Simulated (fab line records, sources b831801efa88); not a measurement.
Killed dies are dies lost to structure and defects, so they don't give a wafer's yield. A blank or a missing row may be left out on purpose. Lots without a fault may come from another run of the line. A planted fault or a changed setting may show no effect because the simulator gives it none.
fab line records | flow gf180mcu
record lots=14 wafers=42 last_day=34
route steps=602 shown M1@331 V1@339
lots that met no fault: from a run of the same line without faults
start_h: hours from the record's first day to the start of the lot's first wafer shown | wait_h: hours since the lot's step before | " the same as in the row above | L1.1+2: a row that stands for several wafers | - no value, or no start given | * or withheld: withheld | < > ~ a bound
route shown NAME@n: a module of which the file shows steps, and the number in the route of the first | usual: mean/standard deviation of fault-free wafers | same: alike in all rows | chamber/n: place in a boat | sites: the reading at each site | _std_site: their standard deviation | _edge_site: outer sites' mean less inner sites' | radius_mm: how far each site lies from the wafer's centre | mask NAME#n: copy n | behind: the tool/chamber that last shaped the wafer | hold: why the lot was held/for how many hours/how that ended | device: the transistor (n, p or np) that didn't switch | end of line: the same wafers' tests at the end of the route | a step without rows: its recipe alone | killed: dies lost to structure and defects at the first sort, not the wafer's yield | map: a wafer's dies, x killed, . not, _ none there
set.NAME: the setting as run; set.NAME@STEP: as run at that earlier step | model.NAME: the simulator's own value behind a step, which no gauge read
steps of the route over a sample of lots; a table a step, a row a wafer
services: from which hour (start_h, from the record's first day; less than 0 if before it) a tool's chamber was out of use, for how many hours, and why
## steps
# step GF_M1_METAL_ETCH_16
# recipe chemistry=Cl2/BCl3 mask_material=KrF target_depth_nm=750.8 stop_on=SiO2 pressure_mtorr=8 icp_w=800 bias_w=140 Cl2_flow_sccm=80 bcl3_flow_sccm=40 time_s=125.1
# usual drypump_motor_current_A=5.9/0.65 oes_product_au=0.992/0.0049 rf_fwd_power_W=796.3/2.5 throttle_valve_pct=28.226/0.009
# same time_s=125.1
# columns lot.wafer tool chamber start_h wait_h drypump_motor_current_A oes_product_au rf_fwd_power_W rf_hours_counter_h throttle_valve_pct
L588.3 rie_metal-04 0 421.11 0.1 4.8 0.988 797.1 - 28.213
L588.5 " 0 " " 4.8 0.991 799.6 - 28.215
L588.6 " 1 " " 5.9 0.994 795.5 - 28.229
L589.1 rie_metal-03 1 431.33 0.0 5.7 0.987 793.5 5 28.238
L589.3 " 0 " " 6.7 0.994 796.7 - 28.215
L589.6 " 0 " " 6.8 0.992 791.3 - 28.226
L594.3 rie_metal-03 1 480.67 0.1 5.6 0.984 797.8 - 28.238
L594.5 " 1 " " 5.7 0.991 793.7 - 28.228
L594.6 " 0 " " 6.7 0.998 799.6 - 28.224
L596.2 rie_metal-03 0 495.77 0.0 6.7 0.993 799.6 10 28.216
L596.4 " 0 " " 6.8 0.981 798.7 - 28.219
L596.5 " 0 " " 6.7 0.995 798.5 - 28.228
L597.1 rie_metal-03 1 504.63 0.0 5.6 0.987 792.8 7 28.229
L597.3 " 0 " " 6.7 0.995 799.1 - 28.226
L597.6 " 1 " " 5.6 0.994 798.2 - 28.219
L598.1 rie_metal-02 0 513.23 0.0 6.4 0.989 796.6 1 28.239
L598.3 " 0 " " 6.4 0.994 795.1 - 28.220
L598.6 " 0 " " 6.4 0.988 796.7 - 28.239
L599.4 rie_metal-03 1 522.32 0.1 5.7 0.990 795.2 - 28.233
L599.5 " 1 " " 5.6 0.987 796.6 - 28.219
L599.6 " 0 " " 6.7 0.987 797.9 - 28.237
L600.1 rie_metal-04 0 528.02 0.0 4.8 0.998 791.3 3 28.223
L600.2 " 1 " " 6.0 0.993 794.5 10 28.233
L600.4 " 0 " " 4.8 0.998 794.6 - 28.234
L601.1 rie_metal-04 0 536.97 0.0 4.8 0.993 797.8 3 28.229
L601.5 " 0 " " 4.8 0.995 797.4 - 28.230
L601.6 " 1 " " 6.0 0.996 797.4 - 28.224
L602.2 rie_metal-04 1 544.78 0.0 6.0 1.002 796.7 11 28.227
L602.4 " 1 " " 6.0 0.998 796.2 - 28.242
L602.5 " 1 " " 6.0 0.992 799.5 - 28.222
L604.2 rie_metal-03 1 556.67 0.0 5.6 0.992 797.6 9 28.224
L604.3 " 1 " " 5.6 0.987 795.5 - 28.202
L604.4 " 0 " " 6.8 0.989 799.5 - 28.227
L605.1 rie_metal-03 0 563.08 0.0 6.7 0.990 797.8 12 28.222
L605.4 " 0 " " 6.7 0.996 798.0 - 28.226
L605.5 " 0 " " 6.7 0.991 796.7 - 28.214
L606.3 rie_metal-04 1 573.96 0.1 6.0 0.992 801.5 - 28.227
L606.4 " 0 " " 4.8 0.996 794.3 - 28.227
L606.6 " 1 " " 6.0 0.989 795.1 - 28.237
L607.2 rie_metal-04 1 584.27 0.1 6.0 0.990 797.5 - 28.234
L607.3 " 1 " " 6.0 0.994 798.9 - 28.226
L607.6 " 1 " " 6.0 0.999 797.5 - 28.225
# step GF_V1_CMP_04
# recipe material=SiO2 down_force_psi=4 platen_rpm=60 pad_velocity_m_s=0.94248
# usual motor_current_A=12.8/1.1 slurry_flow_ml_min=150.1/0.46 time_to_endpoint_s=78/5.1
# columns lot.wafer tool chamber start_h wait_h motor_current_A slurry_flow_ml_min time_to_endpoint_s
L588.3 cmp-02 0 421.99 0.0 11.7 150.2 73
L588.5 " 0 " " 11.7 149.5 80
L588.6 " 1 " " 14.5 150.1 75
L589.1 cmp-01 2 432.30 0.1 13.7 150.4 69
L589.3 " 3 " " 13.4 150.1 75
L589.6 " 2 " " 13.1 150.2 82
L594.3 cmp-02 1 481.58 0.0 14.0 149.9 78
L594.5 " 1 " " 14.2 149.6 82
L594.6 " 2 " " 13.5 150.5 92
L596.4 cmp-02 1 496.70 0.0 15.0 150.8 81
L596.2 " 0 " " 11.8 150.7 66
L596.5 " 2 " " 14.0 150.4 84
L597.3 cmp-02 1 505.59 0.0 14.0 150.2 76
L597.1 " 3 " " 13.9 150.5 80
L597.6 " 2 " " 13.3 151.1 83
L598.3 cmp-02 2 514.31 0.0 13.6 150.8 81
L598.1 " 1 " " 14.4 150.0 81
L598.6 " 2 " " 12.7 149.8 86
L599.4 cmp-01 0 523.35 0.2 11.3 150.4 77
L599.5 " 1 " " 11.8 150.5 74
L599.6 " 2 " " 13.3 149.7 78
L600.4 cmp-01 1 529.05 0.1 11.4 150.5 77
L600.2 " 2 " " 13.5 149.6 73
L600.1 " 3 " " 13.2 149.3 71
L601.1 cmp-01 1 538.20 0.3 11.2 149.6 67
L601.6 " 0 " " 11.1 150.8 80
L601.5 " 1 " " 11.6 150.3 72
L602.4 cmp-02 0 545.70 0.0 11.8 150.5 77
L602.2 " 2 " " 13.0 150.5 79
L602.5 " 1 " " 14.6 150.5 81
L604.4 cmp-01 0 557.71 0.1 11.6 150.2 74
L604.3 " 1 " " 11.1 149.3 73
L604.2 " 2 " " 13.8 149.5 74
L605.4 cmp-02 1 564.11 0.0 14.1 149.4 84
L605.1 " 0 " " 12.1 149.9 75
L605.5 " 1 " " 14.4 150.2 88
L606.3 cmp-01 2 574.93 0.0 13.3 150.6 67
L606.4 " 0 " " 11.2 149.6 69
L606.6 " 3 " " 13.1 149.6 79
L607.2 cmp-01 2 585.38 0.1 14.0 150.4 69
L607.3 " 3 " " 13.9 149.5 73
L607.6 " 0 " " 11.6 149.9 85
# step GF_V1_EXPOSE_11
# recipe mask_id=Via1 target_cd_nm=260 na=0.68 source_shape=conventional sigma_outer=0.6 dose_mj=38
# usual exposure_dose_mJ_cm2=38.10/0.2 focus_offset_nm=-0.1/0.42
# columns lot.wafer tool chamber start_h wait_h mask exposure_dose_mJ_cm2 focus_offset_nm
L588.3 krf_scanner-02 - 434.35 - Via1#0 - -
L588.5 " - " " Via1#0 - -
L588.6 " - " " Via1#0 - -
L589.1 krf_scanner-01 - 444.84 - Via1#0 - -
L589.3 " - " " Via1#0 - -
L589.6 " - " " Via1#0 - -
L594.3 krf_scanner-01 0 493.60 - Via1#0 38.37 1.0
L594.5 " 0 " " Via1#0 38.29 0.4
L594.6 " 0 " " Via1#0 38.31 0.0
L596.2 krf_scanner-02 0 509.33 - Via1#0 37.94 0.1
L596.4 " 0 " " Via1#0 37.88 -1.0
L596.5 " 0 " " Via1#0 37.90 -0.8
L597.1 krf_scanner-01 0 517.49 - Via1#0 38.38 -0.1
L597.3 " 0 " " Via1#0 38.37 -0.3
L597.6 " 0 " " Via1#0 38.38 -0.7
L598.1 krf_scanner-02 0 526.39 - Via1#0 38.01 0.9
L598.3 " 0 " " Via1#0 38.02 0.6
L598.6 " 0 " " Via1#0 37.98 0.0
L599.4 krf_scanner-02 0 535.22 - Via1#0 37.90 0.2
L599.5 " 0 " " Via1#0 37.99 0.8
L599.6 " 0 " " Via1#0 37.93 0.3
L600.1 krf_scanner-01 0 540.24 - Via1#0 38.36 0.0
L600.2 " 0 " " Via1#0 38.37 0.0
L600.4 " 0 " " Via1#0 38.38 0.0
L601.1 krf_scanner-02 0 549.74 - Via1#0 37.98 0.0
L601.5 " 0 " " Via1#0 37.90 -0.1
L601.6 " 0 " " Via1#0 37.87 0.2
L602.2 krf_scanner-02 0 557.13 - Via1#0 37.96 -0.5
L602.4 " 0 " " Via1#0 37.90 0.3
L602.5 " 0 " " Via1#0 37.93 -0.4
L604.2 krf_scanner-01 0 567.63 - Via1#0 38.32 0.1
L604.3 " 0 " " Via1#0 38.34 -0.5
L604.4 " 0 " " Via1#0 38.31 -0.3
L605.1 krf_scanner-02 0 574.94 - Via1#0 37.96 0.1
L605.4 " 0 " " Via1#0 37.98 0.5
L605.5 " 0 " " Via1#0 37.97 0.2
L606.3 krf_scanner-01 0 586.54 - Via1#0 38.32 -0.1
L606.4 " 0 " " Via1#0 38.32 0.3
L606.6 " 0 " " Via1#0 38.29 -0.3
L607.2 krf_scanner-02 0 595.72 - Via1#0 37.99 -0.6
L607.3 " 0 " " Via1#0 37.99 -0.4
L607.6 " 0 " " Via1#0 38.00 -0.4
# step GF_V1_SPUTTER_22
# recipe material=TiN target_thk_nm=10 chamber_pressure_pa=5 power_w=4000 time_s=40
# usual throttle_valve_pct=29.6/1.2
# same time_s=40
# columns lot.wafer tool chamber start_h wait_h throttle_valve_pct
L588.3 pvd_sputter-03 - 447.58 0.0 30.3
L588.5 " - " " 30.5
L588.6 " - " " 29.7
L589.1 pvd_sputter-03 - 458.44 0.0 30.5
L589.3 " - " " 30.1
L589.6 " - " " 30.2
L594.3 pvd_sputter-03 - 505.92 0.0 30.2
L594.5 " - " " 29.6
L594.6 " - " " 30.5
L596.2 pvd_sputter-02 - 521.30 0.0 30.3
L596.4 " - " " 27.0
L596.5 " - " " 31.5
L597.1 pvd_sputter-03 - 530.34 0.0 30.3
L597.3 " - " " 29.5
L597.6 " - " " 30.4
L598.1 pvd_sputter-03 - 538.36 0.0 29.9
L598.3 " - " " 30.2
L598.6 " - " " 30.6
L599.4 pvd_sputter-03 - 547.00 0.0 29.6
L599.5 " - " " 30.5
L599.6 " - " " 29.8
L600.1 pvd_sputter-03 - 552.35 0.0 30.1
L600.2 " - " " 30.5
L600.4 " - " " 29.8
L601.1 pvd_sputter-03 - 561.85 0.0 29.7
L601.5 " - " " 30.6
L601.6 " - " " 30.2
L602.2 pvd_sputter-01 - 567.33 0.0 30.4
L602.4 " - " " 28.2
L602.5 " - " " 30.4
L604.2 pvd_sputter-01 - 578.29 0.0 30.6
L604.3 " - " " 28.0
L604.4 " - " " 28.1
L605.1 pvd_sputter-01 - 586.84 0.0 30.8
L605.4 " - " " 28.1
L605.5 " - " " 30.6
L606.3 pvd_sputter-02 - 597.10 0.0 31.3
L606.4 " - " " 27.0
L606.6 " - " " 27.2
L607.2 pvd_sputter-02 - 607.48 0.0 30.3
L607.3 " - " " 26.8
L607.6 " - " " 27.1
## services
# columns tool chamber start_h hours kind
cmp-01 - 404.18 4.0 pm
cmp-01 - 410.66 2.5 repair
krf_scanner-02 - 415.11 4.0 pm
rie_metal-03 - 420.44 0.3 repair
krf_scanner-01 - 430.74 6.9 repair
krf_scanner-01 - 435.33 0.5 repair
krf_scanner-02 - 437.68 3.6 pm
cmp-01 - 451.12 1.4 repair
rie_metal-04 0 452.09 10.5 repair
krf_scanner-01 - 459.89 1.3 pm
krf_scanner-02 - 463.54 0.8 pm
krf_scanner-01 - 485.43 0.8 pm
cmp-01 - 491.79 2.1 repair
krf_scanner-01 - 496.67 0.5 repair
cmp-01 - 500.02 3.5 pm
cmp-02 - 513.63 0.5 repair
krf_scanner-02 - 517.89 0.4 repair
krf_scanner-01 - 538.30 1.0 pm
krf_scanner-01 - 546.54 3.6 pm
krf_scanner-02 - 550.31 1.0 pm
krf_scanner-02 - 566.50 1.3 pm
cmp-02 - 572.14 4.0 pm
cmp-01 - 578.35 1.0 repair
krf_scanner-02 - 591.22 1.4 repair
## key
first_sign step=GF_V1_EXPOSE_11 reading=tool_record direction=missing
effect none on later readings
met_at GF_V1_EXPOSE_11
struck_lots L588,L589
later_rows_left_out L588.3,L588.5,L588.6,L589.1,L589.3,L589.6
sort_left_out L588.3,L588.5,L588.6,L589.1,L589.3,L589.6
not_acting_at GF_M1_METAL_ETCH_16,GF_V1_CMP_04,GF_V1_SPUTTER_22
fault kind=skipped_step_whole tool=krf_scanner-01,krf_scanner-02 chamber=- onset_h=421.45 steps=GF_V1_EXPOSE_11 scope=struck_lots_only
# sort_left_out: the simulated sort isn't trusted on such a fault, so these wafers' sort isn't shown, and their yield isn't known
# later_rows_left_out: the simulator's readings of these wafers behind a module that went badly wrong aren't trusted and aren't shown, but for the sort
